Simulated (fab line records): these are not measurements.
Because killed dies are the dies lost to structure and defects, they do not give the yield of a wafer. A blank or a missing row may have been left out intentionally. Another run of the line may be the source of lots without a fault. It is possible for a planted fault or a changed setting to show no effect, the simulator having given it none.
The tool behind it: which one? :: flow gf180mcu :: 42 wafers from 14 lots sampled at 4 of the route's 602 steps

WHAT EACH GAUGE READ, for each wafer
GF_STI_CD_MEAS_12 targets a cd of 220 nm.
lot: L695
measured: day 2 07:16
on: cd sem-01
cd nm (nm): 220.3 219.8 220.4

lot: L698
measured: day 2 21:43
on: cd sem-02
cd nm (nm): 220.0 219.7 220.8

lot: L702
measured: day 3 18:31
on: cd sem-02
cd nm (nm): 218.4 219.4 218.6

lot: L703
measured: day 3 23:40
on: cd sem-01
cd nm (nm): 219.2 218.1 219.6

lot: L704
measured: day 4 05:16
on: cd sem-01
cd nm (nm): 220.8 220.9 221.6

lot: L705
measured: day 4 10:02
on: cd sem-02
cd nm (nm): 218.9 218.9 219.6

lot: L708
measured: day 5 01:37
on: cd sem-02
cd nm (nm): 218.5 220.3 219.2

lot: L710
measured: day 5 11:35
on: cd sem-01
cd nm (nm): 220.4 219.1 220.2

lot: L712
measured: day 5 23:34
on: cd sem-02
cd nm (nm): 219.9 219.0 219.5

lot: L713
measured: day 6 02:54
on: cd sem-01
cd nm (nm): 220.1 219.6 221.2

lot: L714
measured: day 6 08:20
on: cd sem-02
cd nm (nm): 221.2 220.8 220.2

lot: L715
measured: day 6 13:26
on: cd sem-02
cd nm (nm): 219.4 219.4 219.5

lot: L716
measured: day 6 18:37
on: cd sem-02
cd nm (nm): 220.0 220.2 219.6

lot: L717
measured: day 7 01:05
on: cd sem-02
cd nm (nm): 221.8 221.9 221.8

GF_HV_LDD_RS_MEAS_53: the measuring method here is four-point-probe.
lot: L695
measured: day 12 16:42
on: film metro-04
HV_LDD_RS (ohm/sq): 419.6 419.5 420.1

lot: L698
measured: day 13 17:34
on: film metro-01
HV_LDD_RS (ohm/sq): 419.9 419.3 419.1

lot: L702
measured: day 15 02:44
on: film metro-02
HV_LDD_RS (ohm/sq): 420.0 418.5 418.3

lot: L703
measured: day 15 09:35
on: film metro-04
HV_LDD_RS (ohm/sq): 422.5 422.7 423.6

lot: L704
measured: day 15 17:40
on: film metro-02
HV_LDD_RS (ohm/sq): 421.8 420.6 421.9

lot: L705
measured: day 15 23:38
on: film metro-02
HV_LDD_RS (ohm/sq): 422.5 422.2 422.4

lot: L708
measured: day 17 04:06
on: film metro-02
HV_LDD_RS (ohm/sq): 417.8 417.6 418.4

lot: L710
measured: day 17 16:29
on: film metro-01
HV_LDD_RS (ohm/sq): 417.3 418.4 418.0

lot: L712
measured: day 18 19:03
on: film metro-04
HV_LDD_RS (ohm/sq): 419.0 418.3 418.8

lot: L713
measured: day 19 01:03
on: film metro-04
HV_LDD_RS (ohm/sq): 418.9 420.3 419.3

lot: L714
measured: day 19 06:40
on: film metro-01
HV_LDD_RS (ohm/sq): 418.4 417.6 419.9

lot: L715
measured: day 19 14:13
on: film metro-04
HV_LDD_RS (ohm/sq): 419.6 418.4 419.8

lot: L716
measured: day 20 06:05
on: film metro-02
HV_LDD_RS (ohm/sq): 417.3 417.5 417.7

lot: L717
measured: day 20 06:15
on: film metro-04
HV_LDD_RS (ohm/sq): 417.7 418.7 418.3

GF_SALICIDE_RS_MEAS_04: the measuring method here is four-point-probe.
lot: L695
measured: day 15 09:53
on: film metro-03
SALICIDE_TIN_RS (ohm/sq): 16.4 16.1 16.6

lot: L698
measured: day 16 13:50
on: film metro-04
SALICIDE_TIN_RS (ohm/sq): 15.9 16.5 16.5

lot: L702
measured: day 18 02:18
on: film metro-04
SALICIDE_TIN_RS (ohm/sq): 16.0 16.3 16.4

lot: L703
measured: day 18 08:26
on: film metro-04
SALICIDE_TIN_RS (ohm/sq): 16.6 16.1 16.3

lot: L704
measured: day 18 19:19
on: film metro-01
SALICIDE_TIN_RS (ohm/sq): 16.6 16.2 16.9

lot: L705
measured: day 19 02:12
on: film metro-04
SALICIDE_TIN_RS (ohm/sq): 16.1 16.7 16.2

lot: L708
measured: day 20 07:12
on: film metro-04
SALICIDE_TIN_RS (ohm/sq): 16.1 16.2 16.2

lot: L710
measured: day 20 19:29
on: film metro-03
SALICIDE_TIN_RS (ohm/sq): 15.9 16.6 15.9

lot: L712
measured: day 22 00:14
on: film metro-03
SALICIDE_TIN_RS (ohm/sq): 16.3 16.0 16.2

lot: L713
measured: day 22 06:05
on: film metro-03
SALICIDE_TIN_RS (ohm/sq): 16.8 16.8 16.9

lot: L714
measured: day 22 11:36
on: film metro-04
SALICIDE_TIN_RS (ohm/sq): 15.7 16.1 15.7

lot: L715
measured: day 22 16:11
on: film metro-01
SALICIDE_TIN_RS (ohm/sq): 15.6 15.9 16.1

lot: L716
measured: day 23 10:59
on: film metro-04
SALICIDE_TIN_RS (ohm/sq): 15.9 16.3 15.7

lot: L717
measured: day 23 10:23
on: film metro-01
SALICIDE_TIN_RS (ohm/sq): 16.5 16.3 16.1

EACH LOT AND THE TOOL THAT RAN IT (in order: tool; ch and the chambers of the sampled wafers; start)
lot: L695
GF_HV_LDD_IMPLANT_09: implanter-04 ch 0, day 10 06:27

lot: L698
GF_HV_LDD_IMPLANT_09: implanter-04 ch 0, day 11 04:55

lot: L702
GF_HV_LDD_IMPLANT_09: implanter-02 ch 0, day 12 12:02

lot: L703
GF_HV_LDD_IMPLANT_09: implanter-04 ch 0, day 12 19:06

lot: L704
GF_HV_LDD_IMPLANT_09: implanter-04 ch 0, day 13 02:41

lot: L705
GF_HV_LDD_IMPLANT_09: implanter-04 ch 0, day 13 08:06

lot: L708
GF_HV_LDD_IMPLANT_09: implanter-02 ch 0, day 14 09:41

lot: L710
GF_HV_LDD_IMPLANT_09: implanter-02 ch 0, day 14 21:39

lot: L712
GF_HV_LDD_IMPLANT_09: implanter-03 ch 0, day 15 20:15

lot: L713
GF_HV_LDD_IMPLANT_09: implanter-03 ch 0, day 16 01:25

lot: L714
GF_HV_LDD_IMPLANT_09: implanter-04 ch 0, day 16 07:15

lot: L715
GF_HV_LDD_IMPLANT_09: implanter-04 ch 0, day 16 14:44

lot: L716
GF_HV_LDD_IMPLANT_09: implanter-03 ch 0, day 16 17:43

lot: L717
GF_HV_LDD_IMPLANT_09: implanter-04 ch 0, day 17 05:01
- GF_HV_LDD_IMPLANT_09

WHAT THE TOOLS THEMSELVES READ (means of the sampled wafers that have a number; where no wafer has one, the mark that the record gives instead)
GF_HV_LDD_IMPLANT_09.
lot: L695
tool: implanter-04
dose ions cm2: 1.0007e+14

lot: L698
tool: implanter-04
dose ions cm2: 1.0010e+14

lot: L702
tool: implanter-02
dose ions cm2: 9.9990e+13

lot: L703
tool: implanter-04
dose ions cm2: 9.7770e+13

lot: L704
tool: implanter-04
dose ions cm2: 9.7817e+13

lot: L705
tool: implanter-04
dose ions cm2: 9.7750e+13

lot: L708
tool: implanter-02
dose ions cm2: 9.9947e+13

lot: L710
tool: implanter-02
dose ions cm2: 1.0013e+14

lot: L712
tool: implanter-03
dose ions cm2: 9.9850e+13

lot: L713
tool: implanter-03
dose ions cm2: 9.9997e+13

lot: L714
tool: implanter-04
dose ions cm2: 1.0006e+14

lot: L715
tool: implanter-04
dose ions cm2: 9.9947e+13

lot: L716
tool: implanter-03
dose ions cm2: 9.9930e+13

lot: L717
tool: implanter-04
dose ions cm2: 1.0002e+14

THE ANSWER, worked out from the rows above alone
Rule: what is usual is taken from the lots themselves. The widest of any qualifying gaps counts: lots, ordered by their means at a reading, are off when they make up no more than a third of the lots, leave a main group of 4 or more, and stand apart from it by 3 or more times the standard deviation of that group's means. A main group is skipped when, at the precision printed for the reading in the tables above, its means are all equal. Also off: a lot with no number at a reading for which 4 or more lots have one. Any other lot the step has rows for is counted as sound. The gauges are gone through in route order, then the tools' own readings, and for those a lot's mean is taken as printed above. The first step at which some lot is off is used, and at that step the reading that is off furthest; a lot without a number counts as furthest.
Off at GF_HV_LDD_IMPLANT_09 (dose ions cm2): L703, L704, L705. The main group: mean 1.0000e+14, standard deviation 7.9e+10.
If a tool, at that step or one of the process steps before it, ran each lot that is off and ran no sound lot following the first of them, it fits. No candidate that was tried fits.

WHAT THE SIMULATOR HAD INSERTED
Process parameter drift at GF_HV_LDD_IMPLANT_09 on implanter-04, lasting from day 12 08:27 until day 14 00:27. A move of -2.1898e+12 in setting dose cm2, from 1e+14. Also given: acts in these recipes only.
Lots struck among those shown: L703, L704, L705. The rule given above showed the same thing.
